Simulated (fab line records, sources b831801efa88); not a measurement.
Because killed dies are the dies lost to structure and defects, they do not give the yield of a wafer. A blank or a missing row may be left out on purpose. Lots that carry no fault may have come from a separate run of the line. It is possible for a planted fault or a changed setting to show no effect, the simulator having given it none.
A lot that was struck, set against a sound lot    flow sky130    16 out of 708 route steps
Sound: these wafers, L633.3, L633.5, L633.6. Struck: wafers L621.1, L621.2, L621.3. Last of all comes the cause.
For every step that has rows: the tool of each side, followed by ch and its chambers, followed by its first start. Under that, the readings that differ: sound wafers    struck wafers    difference of the means    sigmas: that difference in standard deviations of wafers without a fault.
alike: words and numbers the same on both sides, and readings whose means are apart by under 2 such deviations; not compared: readings that were withheld, readings missing a value for some wafer, numbers with overlapping values and no deviation given by the record, and bounds like >300 which may hide the same value.
A row with sigmas, a row that says differs or no value, or rows on one side alone: a step with any of these is where the two part. When numbers do not overlap yet have no deviation, they are printed without sigmas and do not part them. A reading missing from all wafers of one side parts the sides only when that side holds two or more wafers.

first, 5 steps without rows for these wafers: SKY_SONOS_TUNNEL_COAT_02 (resist thk 1140 nm); SKY_SONOS_TUNNEL_SOFTBAKE_03 (time 60 s); SKY_SONOS_TUNNEL_EXPOSE_04 (exposes mask TUNM, target cd 410 nm); SKY_SONOS_TUNNEL_PEB_05; SKY_SONOS_TUNNEL_DEVELOP_06 (develop time 60 s).
SKY_SONOS_TUNNEL_CD_MEAS_07: the cd target is 410 nm.
  sound: cd_sem-02 at day 16 10:23; struck: cd_sem-01 at day 12 18:21
  alike: cd_nm
SKY_SONOS_TUNNEL_OVL_MEAS_08:
  sound: overlay-01 at day 16 10:29; struck: overlay-02 at day 12 18:28
  alike: SONOS_TUNNEL_OVL
then, 3 steps without rows for these wafers: SKY_SONOS_TUNNEL_IMPLANT_09; SKY_SONOS_TUNNEL_WET_ETCH_10 (etches SiO2 in dHF, target depth 14 nm, time 280 s); SKY_SONOS_TUNNEL_STRIP_11 (strips in SPM, time 600 s).
SKY_SONOS_TUNNEL_TW_MEAS_12:
  sound: film_metro-03 at day 16 10:57; struck: film_metro-04 at day 12 18:56
  alike: SONOS_TUNNEL_TW
then, 1 step without rows for these wafers: SKY_SONOS_TUNNEL_CLEAN_13 (cleans in dHF, time 20 s).
SKY_SONOS_ONO_OXIDATION_00: stabilise 600 s, purge 300 s, target thk 2.6 nm.
  sound on furnace-02 ch 0, day 16 12:59; struck on furnace-01 ch 0, day 12 19:44
reading                                           sound                 struck                difference  sigmas
spike_tc_centre_C (C)                             801.5 801.0 801.5     807.6 807.1 807.4     +6.0        +5
spike_tc_lower_C (C)                              801.6 800.4 803.1     806.8 808.4 806.6     +5.6        +3
spike_tc_upper_C (C)                              801.0 802.9 800.0     806.0 806.0 807.4     +5.2        +4
tube_center_temp_C (C)                            800.07 800.06 799.94  807.22 807.04 807.13  +7.11       +94
tube_center_temp_C_max                            802.2 802.8 801.5     809.4 808.6 808.9     +6.8        +21
model.SiO2_of_SONOS_ONO_OXIDATION_00.thk_nm (nm)  2.602 2.613 2.624     2.904 2.922 2.903     +0.297      
SKY_SONOS_ONO_THK_MEAS_01:
  sound: film_metro-04 at day 16 14:22; struck: film_metro-04 at day 12 21:05
reading                       sound           struck          difference  sigmas
SONOS_ONO_OXIDATION_THK (nm)  2.61 2.60 2.68  2.89 2.89 2.88  +0.26       +5
then, 1 step without rows for these wafers: SKY_SONOS_ONO_CVD_02 (deposits Si3N4 from DCS/NH3, target thk 10.5 nm, time 180 s).
-- the record jumps here: 34 days lie between the struck wafers' starts before and after (it left off in module SONOS_ONO and takes up again in module PAD_OPEN, whose first step shown is number 708 of the route) --
SKY_PAD_OPEN_PROBE_99:
  sound: prober-02 at day 49 15:09; struck: prober-02 at day 47 01:11
reading                                sound                    struck                   difference  sigmas
model.etest.cap_ono.gate_log10_a_cm2   -7.85 -7.79 -7.974       -8.282 -8.457 -8.301     -0.475      
model.etest.cap_ono.tox_acc_nm (nm)    12.84 12.79 12.95        13.16 13.3 13.17         +0.35       
model.etest.sonos_erased.vt_v (V)      -2.272 -2.395 -2.254     -2.013 -1.913 -2.015     +0.327      
model.etest.sonos_programmed.vt_v (V)  1.499 1.54 1.471         1.348 1.273 1.328        -0.187      
model.etest.sonos_baked.vt_less_v (V)  -0.5429 -0.5817 -0.5516  -0.3349 -0.3679 -0.4091  +0.1881     
  alike: killed_at_M0_to_M3, killed_at_M4_up, killed_at_contacts, killed_at_front_end, killed_at_other, killed_dies, killed_open, killed_short
  not compared: model.etest.sonos_erased.drive_ua_um

WHERE THEY PART
Last at SKY_SONOS_ONO_THK_MEAS_01 as far as this record goes, first at SKY_SONOS_ONO_OXIDATION_00. Later steps at which nothing parts them and some readings are alike: SKY_PAD_OPEN_PROBE_99.

WHY: the cause the simulator had injected
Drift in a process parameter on furnace-01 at SKY_SONOS_ONO_OXIDATION_00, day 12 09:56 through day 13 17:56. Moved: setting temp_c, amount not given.
